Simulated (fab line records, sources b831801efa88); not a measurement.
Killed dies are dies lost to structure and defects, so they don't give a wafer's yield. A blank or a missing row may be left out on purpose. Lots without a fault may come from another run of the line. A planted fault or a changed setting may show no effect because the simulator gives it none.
Chamber matching | flow gf180mcu | GF_V2_CMP_26 on cmp-01: 4 sister chambers
The step polishes, stops on SiO2, t overpolish 15 s, target thk 0 nm. 22 wafers are shown with their chamber, then 11 later ones without.

WAFERS WITH THEIR CHAMBER
wafer  | chamber | motor_current_A (A) | time_to_endpoint_s (s) | overpolish_run_s (s)
L074.1 | 0       | 9.5                 | 81                     | 15.005
L074.2 | 2       | 9.8                 | 84                     | 14.994
L074.6 | 1       | 12.1                | 81                     | 14.999
L076.3 | 0       | 9.2                 | 87                     | 14.989
L076.4 | 1       | 13.2                | 81                     | 15.011
L076.6 | 3       | 11.7                | 82                     | 14.993
L079.1 | 1       | 12.3                | 80                     | 14.984
L079.2 | 2       | 9.9                 | 85                     | 14.992
L079.5 | 1       | 12.8                | 87                     | 14.996
L083.3 | 2       | 10.1                | 87                     | 14.972
L083.4 | 1       | 12.4                | 90                     | 15.010
L083.6 | 0       | 9.8                 | 85                     | 15.012
L084.2 | 2       | 10.1                | 86                     | 15.012
L084.4 | 3       | 12.2                | 87                     | 15.007
L084.5 | 3       | 12.3                | 86                     | 14.997
L086.2 | 2       | 9.8                 | 87                     | 14.991
L086.4 | 1       | 12.8                | 86                     | 14.990
L086.5 | 2       | 10.0                | 90                     | 15.002
L087.1 | 1       | 12.7                | 83                     | 15.002
L087.3 | 3       | 11.5                | 84                     | 14.994
L087.4 | 0       | 9.2                 | 85                     | 14.997
L089.2 | 1       | 12.8                | 82                     | 15.000

SIGNATURES (means of the wafers above)
reading            | chamber 0 | chamber 1 | chamber 2 | chamber 3 | scatter within a chamber
motor_current_A    | 9.425     | 12.637    | 9.950     | 11.925    | 0.303
time_to_endpoint_s | 84.50     | 83.75     | 86.50     | 84.75     | 2.82
overpolish_run_s   | 15.00075  | 14.99900  | 14.99383  | 14.99775  | 0.0103
Rule: a wafer's distance from a chamber is the root of the sum, over the readings, of the square of ((its reading less the chamber's mean) divided by the reading's scatter). The wafer belongs to the nearest chamber; if the next one is less than 2 further off, it can't be placed. The scatter: the root of (the sum of the squares of (reading less its chamber's mean) over the shown wafers, divided by (wafers less chambers)).

WAFERS WITHOUT THEIR CHAMBER
wafer  | motor_current_A (A) | time_to_endpoint_s (s) | overpolish_run_s (s)
L089.4 | 12.3                | 85                     | 14.997
L089.5 | 11.9                | 83                     | 14.994
L091.1 | 10.2                | 84                     | 14.993
L091.2 | 9.8                 | 87                     | 14.998
L091.3 | 12.6                | 87                     | 14.995
L092.2 | 12.7                | 89                     | 14.995
L092.5 | 12.6                | 94                     | 15.001
L092.6 | 9.3                 | 88                     | 15.008
L096.2 | 12.6                | 86                     | 14.998
L096.3 | 10.5                | 87                     | 15.004
L096.5 | 9.7                 | 86                     | 14.999

WHICH CHAMBER EACH WENT THROUGH
wafer  | from the rows above     | in truth
L089.4 | can't be placed: 1 or 3 | 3
L089.5 | can't be placed: 3 or 1 | 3
L091.1 | can't be placed: 2 or 0 | 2
L091.2 | can't be placed: 2 or 0 | 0
L091.3 | can't be placed: 1 or 3 | 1
L092.2 | can't be placed: 1 or 3 | 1
L092.5 | can't be placed: 1 or 3 | 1
L092.6 | can't be placed: 0 or 2 | 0
L096.2 | can't be placed: 1 or 3 | 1
L096.3 | can't be placed: 2 or 0 | 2
L096.5 | can't be placed: 2 or 0 | 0
Placed correctly: 0 of 11. Can't be placed from these rows: 11 (the true chamber is among the candidates in 11). Placed wrongly: 0.
